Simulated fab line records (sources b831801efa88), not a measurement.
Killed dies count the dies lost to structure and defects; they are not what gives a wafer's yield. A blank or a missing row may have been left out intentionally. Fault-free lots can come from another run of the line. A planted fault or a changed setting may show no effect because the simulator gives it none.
Which of the tools did it? ; flow gf180mcu ; 38 wafers from 13 lots sampled at 4 of the route's 602 steps

## WHAT EACH GAUGE READ, for each wafer
GF_V1_BOW_MEAS_05.
lot;measured;on;V1_BOW (um)
L139;day 17 13:46;filmMetro-02;76 83 66
L140;day 18 02:58;filmMetro-02;72 57 63
L142;day 18 15:29;filmMetro-02;70 84 88
L144;day 20 05:56;filmMetro-01;79 97 86
L145;day 20 07:43;filmMetro-04;73 75 79
L146;day 20 20:50;filmMetro-01;74 85 73
L147;day 21 19:26;filmMetro-01;76 86 71
L148;day 22 06:08;filmMetro-01;79 84
L149;day 22 18:24;filmMetro-01;85 84 96
L150;day 22 18:26;filmMetro-04;68 73 85
L153;day 23 00:05;filmMetro-01;84 76 82
L152;day 23 02:10;filmMetro-01;75 84 83
L154;day 23 10:00;filmMetro-02;67 66 68

GF_V1_RS_MEAS_24: uses a four-point probe to measure.
lot;measured;on;V1_W_RS (ohm/sq)
L139;day 18 14:37;filmMetro-01;0.329 0.329 0.333
L140;day 19 03:23;filmMetro-02;0.327 0.328 0.326
L142;day 19 16:58;filmMetro-02;0.328 0.330 0.325
L144;day 21 07:35;filmMetro-01;0.324 0.328 0.328
L145;day 21 09:31;filmMetro-01;0.327 0.327 0.324
L146;day 21 22:07;filmMetro-01;0.330 0.330 0.334
L147;day 22 19:35;filmMetro-02;0.329 0.316 0.325
L148;day 23 06:19;filmMetro-01;0.332 0.331
L149;day 23 18:50;filmMetro-01;0.331 0.326 0.334
L150;day 23 18:49;filmMetro-04;0.334 0.327 0.329
L153;day 24 00:03;filmMetro-01;0.186 0.188 0.189 0.186 0.188 0.190
L152;day 24 01:47;filmMetro-02;0.188 0.188 0.186 0.189 0.188 0.185
L154;day 24 09:19;filmMetro-01;0.322 0.328 0.323

## EACH LOT AND THE TOOL THAT RAN IT (in order: tool; ch and the chambers of the sampled wafers; start)
lot;GF_V1_ETCH_16;GF_V1_CVD_23
L139;rieDiel-03 ch 0,1,3, day 18 13:43;cvdW-01 ch 0,1, day 18 14:29
L140;rieDiel-01 ch 0,1,2, day 19 02:29;cvdW-02 ch 1, day 19 03:17
L142;rieDiel-01 ch 1,2,3, day 19 16:04;cvdW-02 ch 0,1, day 19 16:50
L144;rieDiel-01 ch 0,1, day 21 06:34;cvdW-01 ch 0,1, day 21 07:28
L145;rieDiel-03 ch 0,1,2, day 21 08:37;cvdW-01 ch 1, day 21 09:25
L146;rieDiel-01 ch 0,1,2, day 21 21:07;cvdW-02 ch 0, day 21 21:53
L147;rieDiel-01 ch 1,3, day 22 18:41;cvdW-02 ch 0,1, day 22 19:27
L148;rieDiel-01 ch 3, day 23 05:22;cvdW-02 ch 0, day 23 06:11
L149;rieDiel-01 ch 2,3, day 23 17:55;cvdW-01 ch 0,1, day 23 18:43
L150;rieDiel-03 ch 0,2, day 23 17:56;cvdW-02 ch 0,1, day 23 18:42
L153;rieDiel-02 ch 0,1, day 23 23:10;cvdW-02 ch 0,1, day 23 23:56
L152;rieDiel-01 ch 0,1,2, day 24 00:52;cvdW-02 ch 0,1, day 24 01:40
L154;rieDiel-02 ch 1,3, day 24 08:22;cvdW-01 ch 0,1, day 24 09:13
- GF_V1_ETCH_16: etches BARC in N2/H2.
- GF_V1_CVD_23: deposits W, target thk 350 nm, time 105.05 s.

## WHAT THE TOOLS THEMSELVES READ (means of the sampled wafers that have a number; where no wafer has one, the mark that the record gives instead)
GF_V1_ETCH_16.
lot;tool;chamberPressureMTorr (mTorr);drypumpMotorCurrentA (A);oesProductAu (a.u.);throttleValvePct (%)
L139;rieDiel-03;30.009;5.6;0.854;13.223
L140;rieDiel-01;29.998;5.7;0.853;13.218
L142;rieDiel-01;29.972;5.9;0.856;13.216
L144;rieDiel-01;30.011;5.4;0.855;13.226
L145;rieDiel-03;30.012;5.5;0.857;13.226
L146;rieDiel-01;30.025;5.7;0.853;13.230
L147;rieDiel-01;29.975;5.7;0.854;13.222
L148;rieDiel-01;30.026;6.0;0.845;13.224
L149;rieDiel-01;30.005;6.3;0.857;13.222
L150;rieDiel-03;30.000;5.9;0.849;13.225
L153;rieDiel-02;29.985;5.5;0.851;13.233
L152;rieDiel-01;29.993;5.7;0.853;13.231
L154;rieDiel-02;29.969;4.9;0.864;13.225

GF_V1_CVD_23.
lot;tool;heaterPowerW (W)
L139;cvdW-01;910
L140;cvdW-02;956
L142;cvdW-02;966
L144;cvdW-01;881
L145;cvdW-01;877
L146;cvdW-02;960
L147;cvdW-02;953
L148;cvdW-02;954
L149;cvdW-01;876
L150;cvdW-02;961
L153;cvdW-02;961
L152;cvdW-02;978
L154;cvdW-01;911

## THE ANSWER, worked out from the rows above alone
Rule: what is usual is taken from the lots themselves. The widest of any qualifying gaps counts: lots, ordered by their means at a reading, are off when they make up no more than a third of the lots, leave a main group of 4 or more, and stand apart from it by 3 or more times the standard deviation of that group's means. A main group whose means are all the same, to the digits that the tables above print for the reading, isn't used. Also off: a lot with no number at a reading for which 4 or more lots have one. Any other lot the step has rows for is counted as sound. Order of review: gauges by route order, followed by the tools' own readings, for which a lot's mean as printed above is used. At the first step where some lot is off, the reading lying furthest off is the one used; lots without a number count as furthest.
Off: L153, L152, seen at GF_V1_RS_MEAS_24 (V1_W_RS). Main group: mean 0.328 ohm/sq, sd 0.0027.
If a tool, at a process step before that reading, ran all the lots that are off and no sound lot after the first of them, it fits. Gauges at GF_V1_RS_MEAS_24: tried the same way as those tools. One fits: cvdW-02 at GF_V1_CVD_23. Its last sound lot is L150 (day 23 18:42), its first lot that is off L153 (day 23 23:56): a fault that began between those two fits.

## WHAT THE SIMULATOR PUT IN
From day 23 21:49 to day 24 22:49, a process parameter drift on cvdW-02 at GF_V1_CVD_23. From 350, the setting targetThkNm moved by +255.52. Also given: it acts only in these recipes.
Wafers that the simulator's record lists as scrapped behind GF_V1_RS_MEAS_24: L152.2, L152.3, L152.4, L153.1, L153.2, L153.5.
Struck lots among those shown: L153, L152. The rule above found the same.
